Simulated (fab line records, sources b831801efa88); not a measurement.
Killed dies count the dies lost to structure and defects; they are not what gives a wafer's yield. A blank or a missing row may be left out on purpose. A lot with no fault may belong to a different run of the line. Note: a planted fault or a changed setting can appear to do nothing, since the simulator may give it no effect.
fab line records -- flow sky130
[record] lots = 7, wafers = 21, last-day = 50
route steps=708 shown VT_ADJUST_LVTN@117 VT_ADJUST_NCORE@119 VT_ADJUST_HVTR@131 PAD_OPEN@708
lots that met no fault: from a run of the same line without faults
start-h: hours from the record's first day to the start of the lot's first wafer shown -- wait-h: time in hours since the lot's previous step -- " unchanged from the row above -- L1.1+2: a single row standing in for several wafers -- - no value present, or no start provided -- * or withheld: withheld -- < > ~ a bound
route shown NAME@n: NAME is a module with steps in the file, n the number in the route of the first one -- usual: mean/standard deviation of fault-free wafers -- same: alike in all rows -- chamber/n: place in a boat -- sites: per-site readings -- _std_site: their standard deviation -- _edge_site: outer sites' mean less inner sites' -- radius-mm: how far each site lies from the wafer's centre -- mask NAME#n: copy n -- behind: the tool/chamber that last shaped the wafer -- hold: cause of the lot's hold/its duration in hours/its outcome -- device: which transistor (n, p or np) failed to switch -- end of line: tests run on the same wafers once the route is complete -- a step with no rows: only its recipe -- killed: at the first sort, the dies lost to defects and structure; wafer yield is something else -- map: dies across one wafer; x = killed, . = not, _ = none there
set.NAME: setting as actually run; set.NAME@STEP: the setting as run at that earlier step -- model.NAME: the simulator's own value behind a step, which no gauge read
a table for each step, a row for each wafer; lots at some steps of the route
services: from which hour (start-h, from the record's first day; less than 0 if before it) a tool's chamber was out of use, for how many hours, and why
[[steps]]
[step SKY_VT_ADJUST_LVTN_STRIP_20]
[recipe] chemistry = O2/N2, power-w = 1400, pressure-mtorr = 1500, platen-temp-c = withheld, o2-flow-sccm = 3000, n2-flow-sccm = 300, overash-fraction = 0.5
[usual] chamber-pressure-mTorr = 1500.1/1.4, drypump-motor-current-A = 5.87/0.29, oes-product-au = 0.715/0.0049, strip-time-to-endpoint-s = 14.17/0.047
lot.wafer,tool,chamber,start-h,wait-h,chamber-pressure-mTorr,drypump-motor-current-A,oes-product-au,rf-hours-counter-h,strip-time-to-endpoint-s
L162.2,plasma-asher-03,0,226.52,0.1,1502.2,5.68,0.718,40,14.07
L162.4,plasma-asher-03,0,226.52,0.1,1499.4,5.68,0.718,-,14.09
L162.5,plasma-asher-03,0,226.52,0.1,1500.6,5.69,0.716,-,14.11
L163.1,plasma-asher-04,0,228.97,0.1,1498.7,6.16,0.713,54,14.22
L163.3,plasma-asher-04,1,228.97,0.1,1500.9,5.66,0.712,-,14.20
L163.5,plasma-asher-04,1,228.97,0.1,1500.4,5.64,0.717,-,14.27
L164.2,plasma-asher-02,0,236.54,0.1,1500.1,5.69,0.716,10,14.11
L164.3,plasma-asher-02,0,236.54,0.1,1497.8,5.68,0.715,-,14.19
L164.4,plasma-asher-02,1,236.54,0.1,1499.3,6.34,0.715,-,14.19
L166.2,plasma-asher-04,1,255.42,0.1,1497.8,5.68,0.717,57,14.19
L166.4,plasma-asher-04,1,255.42,0.1,1500.8,5.68,0.705,-,14.14
L166.5,plasma-asher-04,1,255.42,0.1,1499.5,5.67,0.716,-,14.18
L169.1,plasma-asher-03,1,268.02,0.1,1498.5,5.60,0.701,44,14.19
L169.5,plasma-asher-03,1,268.02,0.1,1499.0,5.59,0.715,-,14.20
L169.6,plasma-asher-03,0,268.02,0.1,1500.6,5.69,0.718,-,14.18
L170.2,plasma-asher-02,0,272.99,0.1,1502.4,5.68,0.712,14,14.10
L170.5,plasma-asher-02,1,272.99,0.1,1496.3,6.36,0.724,-,14.17
L170.6,plasma-asher-02,0,272.99,0.1,1498.1,5.69,0.723,-,14.16
L172.2,plasma-asher-04,0,287.19,0.1,1500.0,6.16,0.719,60,14.20
L172.4,plasma-asher-04,0,287.19,0.1,1501.1,6.19,0.714,-,14.19
L172.5,plasma-asher-04,0,287.19,0.1,1501.8,6.19,0.722,-,14.20
[step SKY_VT_ADJUST_LVTN_TW_MEAS_21]
[usual] VT_ADJUST_LVTN_2_TW = 187.4/1.9
lot.wafer,tool,chamber,start-h,wait-h,VT_ADJUST_LVTN_2_TW
L162.2,film-metro-04,-,226.63,0.1,190.1
L162.4,film-metro-04,-,226.63,0.1,189.0
L162.5,film-metro-04,-,226.63,0.1,189.2
L163.1,film-metro-03,-,229.07,0.1,184.2
L163.3,film-metro-03,-,229.07,0.1,183.3
L163.5,film-metro-03,-,229.07,0.1,185.3
L164.2,film-metro-04,-,236.65,0.1,189.9
L164.3,film-metro-04,-,236.65,0.1,189.5
L164.4,film-metro-04,-,236.65,0.1,190.0
L166.2,film-metro-03,-,255.53,0.1,184.8
L166.4,film-metro-03,-,255.53,0.1,186.5
L166.5,film-metro-03,-,255.53,0.1,186.3
L169.1,film-metro-03,-,268.12,0.1,185.4
L169.5,film-metro-03,-,268.12,0.1,185.3
L169.6,film-metro-03,-,268.12,0.1,184.6
L170.2,film-metro-03,-,273.10,0.1,185.1
L170.5,film-metro-03,-,273.10,0.1,185.9
L170.6,film-metro-03,-,273.10,0.1,185.4
L172.2,film-metro-03,-,287.30,0.1,184.8
L172.4,film-metro-03,-,287.30,0.1,185.9
L172.5,film-metro-03,-,287.30,0.1,186.1
[step SKY_VT_ADJUST_NCORE_DEHYDRATE_00]
[recipe] temp-c = 200, time-s = 60
[step SKY_VT_ADJUST_NCORE_HMDS_01]
[recipe] prime-time-s = 60, prime-temp-c = 120
[step SKY_VT_ADJUST_NCORE_COAT_02]
[recipe] resist = NOVOLAK, spin-rpm = 3000, resist-thk-nm = 1140
[step SKY_VT_ADJUST_NCORE_SOFTBAKE_03]
[recipe] temp-c = 90, time-s = 60, resist = NOVOLAK
[step SKY_VT_ADJUST_NCORE_EXPOSE_04]
[recipe] mask-id = LVTN_COMPLEMENT_THIN, na = 0.6, source-shape = conventional, sigma-outer = 0.6, polarization = unpolarized, target-cd-nm = 380, dose-mj = 136.2
[step SKY_VT_ADJUST_NCORE_PEB_05]
[recipe] temp-c = withheld, time-s = *, resist = NOVOLAK
[step SKY_VT_ADJUST_NCORE_DEVELOP_06]
[recipe] resist = NOVOLAK, developer = TMAH, develop-time-s = 60, dev-temp-c = 23
[step SKY_VT_ADJUST_NCORE_CD_MEAS_07]
[recipe] target-cd-nm = 380
[usual] cd-nm = 379.6/2.4
lot.wafer,tool,chamber,start-h,wait-h,cd-nm
L162.2,cd-sem-01,-,249.17,0.1,379.8
L162.4,cd-sem-01,-,249.17,0.1,382.5
L162.5,cd-sem-01,-,249.17,0.1,380.5
L163.1,cd-sem-01,-,251.63,0.1,380.5
L163.3,cd-sem-01,-,251.63,0.1,383.0
L163.5,cd-sem-01,-,251.63,0.1,380.1
L164.2,cd-sem-02,-,259.80,0.1,375.2
L164.3,cd-sem-02,-,259.80,0.1,377.2
L164.4,cd-sem-02,-,259.80,0.1,378.8
L166.2,cd-sem-02,-,279.47,0.1,375.9
L166.4,cd-sem-02,-,279.47,0.1,374.3
L166.5,cd-sem-02,-,279.47,0.1,377.7
L169.1,cd-sem-02,-,293.38,0.1,375.6
L169.5,cd-sem-02,-,293.38,0.1,375.0
L169.6,cd-sem-02,-,293.38,0.1,376.3
L170.2,cd-sem-02,-,297.52,0.1,378.3
L170.5,cd-sem-02,-,297.52,0.1,375.0
L170.6,cd-sem-02,-,297.52,0.1,378.0
L172.2,cd-sem-02,-,312.12,0.1,379.4
L172.4,cd-sem-02,-,312.12,0.1,378.5
L172.5,cd-sem-02,-,312.12,0.1,377.1
[step SKY_VT_ADJUST_NCORE_OVL_MEAS_08]
[usual] VT_ADJUST_NCORE_OVL = 0.0/1.3
lot.wafer,tool,chamber,start-h,wait-h,VT_ADJUST_NCORE_OVL[nm]
L162.2,overlay-01,-,249.27,0.1,-0.6
L162.4,overlay-01,-,249.27,0.1,0.9
L162.5,overlay-01,-,249.27,0.1,0.5
L163.1,overlay-01,-,251.75,0.1,-0.1
L163.3,overlay-01,-,251.75,0.1,-0.5
L163.5,overlay-01,-,251.75,0.1,1.1
L164.2,overlay-01,-,259.91,0.1,-1.2
L164.3,overlay-01,-,259.91,0.1,-0.8
L164.4,overlay-01,-,259.91,0.1,-1.8
L166.2,overlay-02,-,279.58,0.1,0.2
L166.4,overlay-02,-,279.58,0.1,0.7
L166.5,overlay-02,-,279.58,0.1,2.8
L169.1,overlay-01,-,293.50,0.1,1.3
L169.5,overlay-01,-,293.50,0.1,1.1
L169.6,overlay-01,-,293.50,0.1,-0.4
L170.2,overlay-02,-,297.63,0.1,1.2
L170.5,overlay-02,-,297.63,0.1,-0.9
L170.6,overlay-02,-,297.63,0.1,0.0
L172.2,overlay-01,-,312.23,0.1,-0.4
L172.4,overlay-01,-,312.23,0.1,-0.9
L172.5,overlay-01,-,312.23,0.1,-2.0
[step SKY_VT_ADJUST_NCORE_IMPLANT_09]
[recipe] species = B, energy-kev = 10, dose-cm2 = 2.4e+12, tilt-deg = withheld
[step SKY_VT_ADJUST_NCORE_STRIP_10]
[recipe] chemistry = O2/N2, power-w = 1400, pressure-mtorr = 1500, platen-temp-c = withheld, o2-flow-sccm = 3000, n2-flow-sccm = 300, overash-fraction = 0.5
[usual] chamber-pressure-mTorr = 1500.0/1.4, drypump-motor-current-A = 5.8/0.42, oes-product-au = 0.716/0.0044, strip-time-to-endpoint-s = 14.19/0.036
lot.wafer,tool,chamber,start-h,wait-h,chamber-pressure-mTorr,drypump-motor-current-A,oes-product-au,rf-hours-counter-h,strip-time-to-endpoint-s,model.NOVOLAK_of_VT_ADJUST_NCORE_COAT_02.thk-nm
L162.2,plasma-asher-02,0,249.45,0.1,-,-,-,-,-,1143
L162.4,plasma-asher-02,1,249.45,0.1,-,-,-,-,-,1137
L162.5,plasma-asher-02,0,249.45,0.1,-,-,-,-,-,1140
L163.1,plasma-asher-02,1,251.94,0.1,-,-,-,-,-,1143
L163.3,plasma-asher-02,0,251.94,0.1,-,-,-,-,-,1137
L163.5,plasma-asher-02,1,251.94,0.1,-,-,-,-,-,1137
L164.2,plasma-asher-01,0,260.09,0.1,-,-,-,-,-,1142
L164.3,plasma-asher-01,0,260.09,0.1,-,-,-,-,-,1142
L164.4,plasma-asher-01,1,260.09,0.1,-,-,-,-,-,1143
L166.2,plasma-asher-02,0,279.76,0.1,1501.2,5.7,0.704,14,14.25,0
L166.4,plasma-asher-02,1,279.76,0.1,1499.4,6.3,0.717,-,14.26,0
L166.5,plasma-asher-02,0,279.76,0.1,1501.0,5.7,0.711,-,14.24,0
L169.1,plasma-asher-02,1,293.69,0.1,1501.7,6.3,0.716,16,14.20,0
L169.5,plasma-asher-02,0,293.69,0.1,1498.2,5.7,0.713,-,14.18,0
L169.6,plasma-asher-02,1,293.69,0.1,1499.9,6.4,0.717,-,14.16,0
L170.2,plasma-asher-02,1,297.81,0.1,1501.2,6.3,0.721,16,14.12,0
L170.5,plasma-asher-02,0,297.81,0.1,1499.3,5.7,0.716,-,14.16,0
L170.6,plasma-asher-02,1,297.81,0.1,1499.6,6.3,0.705,-,14.16,0
L172.2,plasma-asher-02,0,312.41,0.1,1499.8,5.7,0.722,17,14.20,0
L172.4,plasma-asher-02,0,312.41,0.1,1496.8,5.7,0.714,-,14.23,0
L172.5,plasma-asher-02,0,312.41,0.1,1501.5,5.7,0.717,-,14.17,0
[step SKY_VT_ADJUST_NCORE_TW_MEAS_11]
[usual] VT_ADJUST_NCORE_TW = 218.8/2.5
lot.wafer,tool,chamber,start-h,wait-h,VT_ADJUST_NCORE_TW
L162.2,film-metro-01,-,249.56,0.1,218.9
L162.4,film-metro-01,-,249.56,0.1,219.2
L162.5,film-metro-01,-,249.56,0.1,219.6
L163.1,film-metro-01,-,252.04,0.1,219.4
L163.3,film-metro-01,-,252.04,0.1,219.6
L163.5,film-metro-01,-,252.04,0.1,219.6
L164.2,film-metro-01,-,260.20,0.1,220.3
L164.3,film-metro-01,-,260.20,0.1,221.5
L164.4,film-metro-01,-,260.20,0.1,220.3
L166.2,film-metro-01,-,279.87,0.1,220.2
L166.4,film-metro-01,-,279.87,0.1,219.7
L166.5,film-metro-01,-,279.87,0.1,220.0
L169.1,film-metro-01,-,293.79,0.1,219.1
L169.5,film-metro-01,-,293.79,0.1,220.3
L169.6,film-metro-01,-,293.79,0.1,219.8
L170.2,film-metro-01,-,297.92,0.1,219.5
L170.5,film-metro-01,-,297.92,0.1,219.5
L170.6,film-metro-01,-,297.92,0.1,219.7
L172.2,film-metro-03,-,312.52,0.1,217.6
L172.4,film-metro-03,-,312.52,0.1,216.4
L172.5,film-metro-03,-,312.52,0.1,215.8
[step SKY_VT_ADJUST_HVTR_DEHYDRATE_00]
[recipe] temp-c = 200, time-s = 60
[step SKY_VT_ADJUST_HVTR_HMDS_01]
[recipe] prime-time-s = 60, prime-temp-c = 120
[step SKY_VT_ADJUST_HVTR_COAT_02]
[recipe] resist = NOVOLAK, spin-rpm = 3000, resist-thk-nm = 1140
[step SKY_VT_ADJUST_HVTR_SOFTBAKE_03]
[recipe] temp-c = 90, time-s = 60, resist = NOVOLAK
[step SKY_VT_ADJUST_HVTR_EXPOSE_04]
[recipe] mask-id = HVTRM, target-cd-nm = 380, na = 0.6, source-shape = conventional, sigma-outer = 0.6, dose-mj = 150
[step SKY_VT_ADJUST_HVTR_PEB_05]
[recipe] temp-c = withheld, time-s = *, resist = NOVOLAK
[step SKY_VT_ADJUST_HVTR_DEVELOP_06]
[recipe] develop-time-s = 60, dev-temp-c = 23
[step SKY_VT_ADJUST_HVTR_CD_MEAS_07]
[recipe] target-cd-nm = 380
[usual] cd-nm = 380.1/2.1
lot.wafer,tool,chamber,start-h,wait-h,cd-nm
L162.2,cd-sem-02,-,273.47,0.1,379.4
L162.4,cd-sem-02,-,273.47,0.1,379.1
L162.5,cd-sem-02,-,273.47,0.1,381.8
L163.1,cd-sem-02,-,275.43,0.1,377.3
L163.3,cd-sem-02,-,275.43,0.1,382.1
L163.5,cd-sem-02,-,275.43,0.1,382.8
L164.2,cd-sem-02,-,284.32,0.1,379.5
L164.3,cd-sem-02,-,284.32,0.1,379.4
L164.4,cd-sem-02,-,284.32,0.1,380.4
L166.2,cd-sem-02,-,305.40,0.1,382.6
L166.4,cd-sem-02,-,305.40,0.1,380.3
L166.5,cd-sem-02,-,305.40,0.1,381.4
L169.1,cd-sem-02,-,319.08,0.1,381.7
L169.5,cd-sem-02,-,319.08,0.1,381.5
L169.6,cd-sem-02,-,319.08,0.1,380.2
L170.2,cd-sem-01,-,323.42,0.1,381.3
L170.5,cd-sem-01,-,323.42,0.1,381.6
L170.6,cd-sem-01,-,323.42,0.1,379.6
L172.2,cd-sem-01,-,338.45,0.1,377.7
L172.4,cd-sem-01,-,338.45,0.1,379.7
L172.5,cd-sem-01,-,338.45,0.1,379.3
[step SKY_VT_ADJUST_HVTR_OVL_MEAS_08]
[usual] VT_ADJUST_HVTR_OVL = -0.7/1.5
lot.wafer,tool,chamber,start-h,wait-h,VT_ADJUST_HVTR_OVL[nm]
L162.2,overlay-02,-,273.58,0.1,-3.1
L162.4,overlay-02,-,273.58,0.1,-2.5
L162.5,overlay-02,-,273.58,0.1,-0.9
L163.1,overlay-01,-,275.55,0.1,-0.7
L163.3,overlay-01,-,275.55,0.1,-1.4
L163.5,overlay-01,-,275.55,0.1,-1.1
L164.2,overlay-02,-,284.43,0.1,0.7
L164.3,overlay-02,-,284.43,0.1,0.5
L164.4,overlay-02,-,284.43,0.1,0.3
L166.2,overlay-01,-,305.51,0.1,0.2
L166.4,overlay-01,-,305.51,0.1,0.2
L166.5,overlay-01,-,305.51,0.1,0.5
L169.1,overlay-01,-,319.20,0.1,-2.1
L169.5,overlay-01,-,319.20,0.1,-3.0
L169.6,overlay-01,-,319.20,0.1,-2.0
L170.2,overlay-02,-,323.52,0.1,-0.9
L170.5,overlay-02,-,323.52,0.1,-0.6
L170.6,overlay-02,-,323.52,0.1,0.3
L172.2,overlay-01,-,338.56,0.1,-1.4
L172.4,overlay-01,-,338.56,0.1,-2.9
L172.5,overlay-01,-,338.56,0.1,-1.7
[step SKY_VT_ADJUST_HVTR_IMPLANT_09]
[recipe] species = B, energy-kev = 10, dose-cm2 = 2.1e+12, tilt-deg = withheld
[step SKY_VT_ADJUST_HVTR_STRIP_10]
[recipe] chemistry = O2/N2, power-w = 1400, pressure-mtorr = 1500, platen-temp-c = withheld, o2-flow-sccm = 3000, n2-flow-sccm = 300, overash-fraction = 0.5
[usual] chamber-pressure-mTorr = 1500.1/1.3, drypump-motor-current-A = 5.7/0.41, oes-product-au = 0.716/0.0044, strip-time-to-endpoint-s = 14.17/0.044
lot.wafer,tool,chamber,start-h,wait-h,chamber-pressure-mTorr,drypump-motor-current-A,oes-product-au,rf-hours-counter-h,strip-time-to-endpoint-s
L162.2,plasma-asher-02,0,273.76,0.1,1500.4,5.7,0.720,14,31.28
L162.4,plasma-asher-02,0,273.76,0.1,1500.0,5.7,0.720,-,31.18
L162.5,plasma-asher-02,1,273.76,0.1,1500.7,6.3,0.718,-,31.20
L163.1,plasma-asher-02,0,275.74,0.1,1500.6,5.7,0.727,14,31.34
L163.3,plasma-asher-02,0,275.74,0.1,1500.9,5.7,0.720,-,31.27
L163.5,plasma-asher-02,1,275.74,0.1,1498.0,6.4,0.724,-,31.28
L164.2,plasma-asher-01,1,284.61,0.1,1500.2,5.7,0.719,59,31.30
L164.3,plasma-asher-01,1,284.61,0.1,1499.8,5.7,0.712,-,31.25
L164.4,plasma-asher-01,0,284.61,0.1,1499.1,5.0,0.715,-,31.29
L166.2,plasma-asher-01,0,305.69,0.1,1501.9,5.0,0.717,61,14.12
L166.4,plasma-asher-01,0,305.69,0.1,1501.5,5.0,0.717,-,14.08
L166.5,plasma-asher-01,0,305.69,0.1,1500.4,5.0,0.720,-,14.10
L169.1,plasma-asher-02,0,319.54,0.2,1499.0,5.7,0.717,18,14.12
L169.5,plasma-asher-02,0,319.54,0.2,1500.9,5.7,0.712,-,14.14
L169.6,plasma-asher-02,1,319.54,0.2,1502.3,6.3,0.721,-,14.15
L170.2,plasma-asher-01,1,323.70,0.1,1502.0,5.7,0.712,63,14.22
L170.5,plasma-asher-01,0,323.70,0.1,1498.2,5.0,0.719,-,14.22
L170.6,plasma-asher-01,1,323.70,0.1,1499.7,5.7,0.712,-,14.21
L172.2,plasma-asher-03,1,338.74,0.1,1499.7,5.6,0.719,51,14.16
L172.4,plasma-asher-03,0,338.74,0.1,1500.6,5.6,0.715,-,14.23
L172.5,plasma-asher-03,1,338.74,0.1,1498.7,5.6,0.718,-,14.21
[step SKY_VT_ADJUST_HVTR_TW_MEAS_11]
[usual] VT_ADJUST_HVTR_TW = 212.3/0.89
lot.wafer,tool,chamber,start-h,wait-h,hold,VT_ADJUST_HVTR_TW
L162.2,film-metro-02,-,273.87,0.1,await-dispo/0.2h/release,30.2
L162.4,film-metro-02,-,273.87,0.1,await-dispo/0.2h/release,30.2
L162.5,film-metro-02,-,273.87,0.1,await-dispo/0.2h/release,30.3
L162.2,film-metro-02,-,274.09,0.2,-,30.4
L162.4,film-metro-02,-,274.09,0.2,-,30.3
L162.5,film-metro-02,-,274.09,0.2,-,30.1
L163.1,film-metro-04,-,275.84,0.1,await-dispo/0.2h/release,30.1
L163.3,film-metro-04,-,275.84,0.1,await-dispo/0.2h/release,30.2
L163.5,film-metro-04,-,275.84,0.1,await-dispo/0.2h/release,30.1
L163.1,film-metro-04,-,276.06,0.2,-,30.2
L163.3,film-metro-04,-,276.06,0.2,-,30.3
L163.5,film-metro-04,-,276.06,0.2,-,30.0
L164.2,film-metro-04,-,284.72,0.1,await-dispo/0.2h/release,30.2
L164.3,film-metro-04,-,284.72,0.1,await-dispo/0.2h/release,30.2
L164.4,film-metro-04,-,284.72,0.1,await-dispo/0.2h/release,30.1
L164.2,film-metro-04,-,284.94,0.2,-,30.1
L164.3,film-metro-04,-,284.94,0.2,-,30.2
L164.4,film-metro-04,-,284.94,0.2,-,30.0
L166.2,film-metro-01,-,305.80,0.1,-,211.6
L166.4,film-metro-01,-,305.80,0.1,-,211.0
L166.5,film-metro-01,-,305.80,0.1,-,211.5
L169.1,film-metro-01,-,319.64,0.1,-,212.6
L169.5,film-metro-01,-,319.64,0.1,-,211.6
L169.6,film-metro-01,-,319.64,0.1,-,212.9
L170.2,film-metro-04,-,323.81,0.1,-,212.2
L170.5,film-metro-04,-,323.81,0.1,-,212.8
L170.6,film-metro-04,-,323.81,0.1,-,213.0
L172.2,film-metro-01,-,338.85,0.1,-,212.5
L172.4,film-metro-01,-,338.85,0.1,-,213.1
L172.5,film-metro-01,-,338.85,0.1,-,212.4
[step SKY_PAD_OPEN_PROBE_99]
[usual] defect-limited-yield = 82.5/2.2, killed_at_M0_to_M3 = 43/7.5, killed_at_M4_up = 3.2/1.9, killed-at-contacts = 24/5.6, killed-at-front-end = 15/4.8, killed-at-other = 0.2/0.54, killed-dies = 86/11, killed-open = 47/7.6, killed-short = 39/7.1, sort_bin_3_pad_short = 0.8/0.36, sort_bin_5_function = 10.4/1.6, sort_bin_6_memory = 6.3/1.3, sort-n-pass = 406/11, sort-yield-pct = 82.5/2.2
[same] gross-dies = 492, killed-at-back-side = 0, sort_bin_4_leakage[%] = 0, sort_bin_8_speed[%] = 0
lot.wafer,tool,chamber,start-h,wait-h,defect-limited-yield[%],killed_at_M0_to_M3,killed_at_M4_up,killed-at-contacts,killed-at-front-end,killed-at-other,killed-dies,killed-open,killed-short,sort_bin_3_pad_short[%],sort_bin_5_function[%],sort_bin_6_memory[%],sort-n-pass,sort-yield-pct[%]
L169.1,prober-01,-,1180.75,0.1,82.7,51,1,22,11,0,85,45,40,1.2,10.0,6.1,407,82.7
L169.5,prober-01,-,1180.95,0.2,77.4,63,3,32,13,0,111,64,47,0.6,14.0,7.9,381,77.4
L169.6,prober-01,-,1181.00,0.2,80.1,60,2,26,10,0,98,48,50,1.2,13.2,5.5,394,80.1
L172.2,prober-02,-,1193.16,0.1,81.3,36,2,32,22,0,92,36,56,1.0,9.8,7.9,400,81.3
L172.4,prober-02,-,1193.26,0.2,81.3,34,5,36,17,0,92,54,38,1.2,12.2,5.3,400,81.3
L172.5,prober-02,-,1193.31,0.2,80.9,41,2,25,24,2,94,46,48,1.0,11.6,6.5,398,80.9
// killed by level:class
L169.1 VIA1:geometric-particle:open=12 METAL1:geometric-particle:short=9 LOCAL_INTERCONNECT:geometric-particle:short=6 CONTACT:geometric-particle:open=6 LI_CONTACT:geometric-particle:open=6 VIA2:geometric-particle:open=6 VIA3:geometric-particle:short=6 VIA2:geometric-particle:short=4
L169.5 CONTACT:geometric-particle:open=14 VIA1:geometric-particle:open=13 VIA2:geometric-particle:open=10 VIA3:geometric-particle:open=9 METAL1:geometric-particle:short=7 LI_CONTACT:geometric-particle:open=7 METAL2:geometric-particle:short=5 VIA3:geometric-particle:short=5
L169.6 VIA1:geometric-particle:open=12 LI_CONTACT:geometric-particle:open=8 VIA2:geometric-particle:short=8 METAL2:geometric-particle:short=8 METAL1:geometric-particle:short=7 LOCAL_INTERCONNECT:geometric-particle:short=6 VIA3:geometric-particle:open=6 FIELD_ISO:geometric-particle:open=5
L172.2 CONTACT:geometric-particle:open=11 METAL2:geometric-particle:short=8 FIELD_ISO:geometric-particle:short=7 LI_CONTACT:geometric-particle:open=7 VIA1:geometric-particle:open=7 POLY_GATE:geometric-particle:short=6 LI_CONTACT:geometric-particle:short=5 CONTACT:geometric-particle:short=5
L172.4 CONTACT:geometric-particle:open=12 LI_CONTACT:geometric-particle:open=11 VIA1:geometric-particle:open=9 VIA3:geometric-particle:open=8 VIA1:geometric-particle:short=6 FIELD_ISO:geometric-particle:open=5 LOCAL_INTERCONNECT:geometric-particle:short=5 CONTACT:geometric-particle:short=5
L172.5 CONTACT:geometric-particle:open=8 LI_CONTACT:geometric-particle:open=7 VIA1:geometric-particle:open=7 METAL1:geometric-particle:short=6 POLY_GATE:geometric-particle:open=6 POLY_GATE:geometric-particle:short=6 FIELD_ISO:geometric-particle:open=5 METAL2:geometric-particle:short=5
[[services]]
tool,chamber,start-h,hours,kind
plasma-asher-01,-,247.29,0.4,repair
plasma-asher-03,-,250.99,3.5,repair
plasma-asher-02,-,258.90,4.5,repair
[[key]]
[first-sign] step = SKY_VT_ADJUST_NCORE_STRIP_10, reading = tool-record, direction = missing
[effect] step = SKY_VT_ADJUST_HVTR_STRIP_10, reading = strip-time-to-endpoint-s, direction = up, sigmas = 99+, usual = *, struck = *
[effect] step = SKY_VT_ADJUST_HVTR_TW_MEAS_11, reading = visit, direction = added
[effect] step = SKY_VT_ADJUST_HVTR_TW_MEAS_11, reading = VT_ADJUST_HVTR_TW, direction = down, sigmas = 99+, usual = 212.3, struck = 30.2
[model-effect] step = SKY_VT_ADJUST_NCORE_STRIP_10, value = NOVOLAK_of_VT_ADJUST_NCORE_COAT_02.thk-nm, without = 0, struck = 1141
met-at SKY_VT_ADJUST_NCORE_STRIP_10
struck-wafers L162.2,L162.4,L162.5,L163.1,L163.3,L163.5,L164.2,L164.3,L164.4
scrapped-behind SKY_VT_ADJUST_HVTR_TW_MEAS_11 L162.2,L162.4,L162.5,L163.1,L163.3,L163.5,L164.2,L164.3,L164.4
[fault] kind = skipped-step-whole, tool = plasma-asher-01,plasma-asher-02, chamber = -, onset-h = 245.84, steps = SKY_VT_ADJUST_NCORE_STRIP_10, scope = struck-lots-only
